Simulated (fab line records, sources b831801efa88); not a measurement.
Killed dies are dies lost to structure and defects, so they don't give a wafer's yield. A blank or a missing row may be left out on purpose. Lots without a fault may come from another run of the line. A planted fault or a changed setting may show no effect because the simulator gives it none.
Tool commonality check | flow gf180mcu | 13 lots, 39 wafers sampled

WHY IT WAS OPENED
At GF_CONTACT_THK_MEAS_03 the reading CONTACT_CVD_02_THK is flagged on 2 of 13 lots. Wafers without a fault read 859 nm, standard deviation 12.
Rule: a lot is flagged when every wafer of it that has a number lies more than 4 standard deviations from that mean, or none has a number. The other lots count as sound.

lot  | measured     | on            | CONTACT_CVD_02_THK (nm), wafer by wafer | flag
L113 | day 14 21:26 | film_metro-01 | 829 843 859                             |
L114 | day 15 11:05 | film_metro-02 | 843 841 866                             |
L116 | day 15 17:56 | film_metro-02 | 855 870 859                             |
L117 | day 16 05:37 | film_metro-04 | 836 857 870                             |
L118 | day 16 11:43 | film_metro-02 | 843 858 857                             |
L121 | day 17 18:34 | film_metro-02 | 860 852 872                             |
L122 | day 18 08:53 | film_metro-02 | 867 865 868                             |
L123 | day 18 09:10 | film_metro-01 | 854 864 870                             |
L124 | day 18 16:16 | film_metro-04 | 849 875 874                             |
L128 | day 20 19:17 | film_metro-01 | 835 846 856                             |
L130 | day 21 04:40 | film_metro-02 | 936 936 948                             | FLAGGED
L132 | day 21 16:55 | film_metro-01 | 885 877 888                             |
L131 | day 21 17:02 | film_metro-01 | 927 931 947                             | FLAGGED
The numbers of the flagged lots are 938 nm on average: +78 nm against the usual, or +7 standard deviations.

WHICH TOOL RAN EACH LOT
The record holds 2 process steps before the reading, out of a route of 602 steps. In each cell: the tool, then ch and the chambers that the sampled wafers went through, then the start.
lot  | flag    | GF_SALICIDE_SPUTTER_02       | GF_CONTACT_CVD_02
L113 |         | pvd_sputter-03, day 14 20:44 | pecvd-01 ch 0,1,2, day 14 21:22
L114 |         | pvd_sputter-01, day 15 10:23 | pecvd-02 ch 0,1, day 15 11:01
L116 |         | pvd_sputter-03, day 15 17:13 | pecvd-01 ch 1,2, day 15 17:50
L117 |         | pvd_sputter-01, day 16 04:55 | pecvd-01 ch 0,1,2, day 16 05:32
L118 |         | pvd_sputter-01, day 16 11:01 | pecvd-02 ch 0,2, day 16 11:38
L121 |         | pvd_sputter-01, day 17 17:51 | pecvd-02 ch 1,2, day 17 18:29
L122 |         | pvd_sputter-03, day 18 08:10 | pecvd-01 ch 0,2, day 18 08:48
L123 |         | pvd_sputter-02, day 18 08:27 | pecvd-03 ch 0,1,2, day 18 09:05
L124 |         | pvd_sputter-01, day 18 15:33 | pecvd-01 ch 0,1,2, day 18 16:11
L128 |         | pvd_sputter-02, day 20 18:35 | pecvd-01 ch 1,2, day 20 19:13
L130 | FLAGGED | pvd_sputter-01, day 21 03:58 | pecvd-01 ch 0,1, day 21 04:36
L132 |         | pvd_sputter-03, day 21 16:13 | pecvd-02 ch 0,1,2, day 21 16:50
L131 | FLAGGED | pvd_sputter-01, day 21 16:20 | pecvd-01 ch 0,1, day 21 16:58
What these steps do:
- GF_SALICIDE_SPUTTER_02: material Co, target thk 10 nm, time 20 s.
- GF_CONTACT_CVD_02: deposits SiO2 from TEOS, target thk 860 nm, time 95.992 s.
- GF_CONTACT_THK_MEAS_03

FLAGGED OVER TOTAL, TOOL BY TOOL (the gauges that took the reading come last)
step                   | tool           | lots run | flagged | share of the flagged lots | sound lots run after its first flagged lot
GF_SALICIDE_SPUTTER_02 | pvd_sputter-01 | 7        | 2       | all                       | 0
GF_SALICIDE_SPUTTER_02 | pvd_sputter-02 | 2        | 0       | none                      | -
GF_SALICIDE_SPUTTER_02 | pvd_sputter-03 | 4        | 0       | none                      | -
GF_CONTACT_CVD_02      | pecvd-01       | 8        | 2       | all                       | 0
GF_CONTACT_CVD_02      | pecvd-02       | 4        | 0       | none                      | -
GF_CONTACT_CVD_02      | pecvd-03       | 1        | 0       | none                      | -
GF_CONTACT_THK_MEAS_03 | film_metro-01  | 5        | 1       | some                      | 0
GF_CONTACT_THK_MEAS_03 | film_metro-02  | 6        | 1       | some                      | 0
GF_CONTACT_THK_MEAS_03 | film_metro-04  | 2        | 0       | none                      | -

WHAT THE TABLE ALLOWS
2 rows of the table ran every flagged lot: pvd_sputter-01 at GF_SALICIDE_SPUTTER_02, pecvd-01 at GF_CONTACT_CVD_02.
- pvd_sputter-01 at GF_SALICIDE_SPUTTER_02: 2 of its 7 lots flagged. Its last sound lot is L124 (day 18 15:33), its first flagged lot L130 (day 21 03:58): a fault that began between those two fits.
- pecvd-01 at GF_CONTACT_CVD_02: 2 of its 8 lots flagged. Its last sound lot is L128 (day 20 19:13), its first flagged lot L130 (day 21 04:36): a fault that began between those two fits.
Counting lots can't tell these 2 tools apart, because each fits a fault that began at some hour. More lots, or a look at what each step does to the wafer, might.

WHAT THE SIMULATOR HAD PUT IN
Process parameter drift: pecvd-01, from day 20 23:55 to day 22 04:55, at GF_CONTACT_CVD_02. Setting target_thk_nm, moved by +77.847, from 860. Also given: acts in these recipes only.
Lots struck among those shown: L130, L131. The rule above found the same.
